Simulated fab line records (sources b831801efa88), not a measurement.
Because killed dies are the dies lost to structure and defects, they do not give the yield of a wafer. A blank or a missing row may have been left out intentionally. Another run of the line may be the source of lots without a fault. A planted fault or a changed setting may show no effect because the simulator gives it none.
Chamber matching + flow gf180mcu + GF_V1_CMP_26 on cmp-02: 4 sister chambers
The step polishes, stops on SiO2, t overpolish 15 s, target thk 0 nm. 8 wafers are shown with their chamber, then 10 later ones without.

== WAFERS, EACH WITH ITS CHAMBER ==
| wafer  | chamber | motor current A (A) | time to endpoint s (s) |
|--------|---------|---------------------|------------------------|
| L432.5 | 0       | 10.2                | 82                     |
| L442.5 | 1       | 10.3                | 86                     |
| L443.1 | 1       | 9.9                 | 82                     |
| L444.1 | 0       | 10.3                | 77                     |
| L444.3 | 3       | 10.4                | 92                     |
| L444.6 | 2       | 10.7                | 85                     |
| L445.2 | 3       | 10.4                | 92                     |
| L445.3 | 2       | 10.5                | 85                     |

== WAFERS WHOSE CHAMBER IS MISSING ==
| wafer  | motor current A (A) | time to endpoint s (s) |
|--------|---------------------|------------------------|
| L445.6 | 9.6                 | 84                     |
| L447.3 | 10.2                | 81                     |
| L447.5 | 10.1                | 80                     |
| L447.6 | 9.8                 | 81                     |
| L449.3 | 11.1                | 86                     |
| L449.5 | 10.2                | 82                     |
| L449.6 | 10.2                | 82                     |
| L451.1 | 9.7                 | 92                     |
| L451.2 | 10.0                | 85                     |
| L451.3 | 11.0                | 87                     |

== THE CHAMBER EACH PASSED THROUGH ==
| wafer  | from the rows above          | in truth |
|--------|------------------------------|----------|
| L445.6 | can't be placed: 1 or 0      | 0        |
| L447.3 | can't be placed: 0 or 1      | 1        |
| L447.5 | can't be placed: 0 or 1      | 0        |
| L447.6 | can't be placed: 1 or 0      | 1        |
| L449.3 | can't be placed: 2 or 3      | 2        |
| L449.5 | can't be placed: 1 or 0 or 2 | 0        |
| L449.6 | can't be placed: 1 or 0 or 2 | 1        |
| L451.1 | can't be placed: 1 or 3      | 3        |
| L451.2 | 1                            | 1        |
| L451.3 | can't be placed: 2 or 3      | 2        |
Correctly placed: 1 of 10. Cannot be placed on the basis of these rows: 9; the candidates contain the true chamber in 9. 0 placed wrongly.
How it was worked out, from the rows above alone: a wafer's distance from a chamber is the root of the sum, over the readings, of the square of ((its reading less the chamber's mean) divided by the reading's scatter). If the next closest chamber is less than 2 further off than the closest, the wafer can't be placed; otherwise it belongs to the closest. A chamber's mean is the mean of its shown wafers. The scatter: take each reading less its chamber's mean, square it, sum over the shown wafers, divide by the number of wafers less the number of chambers, and take the root.
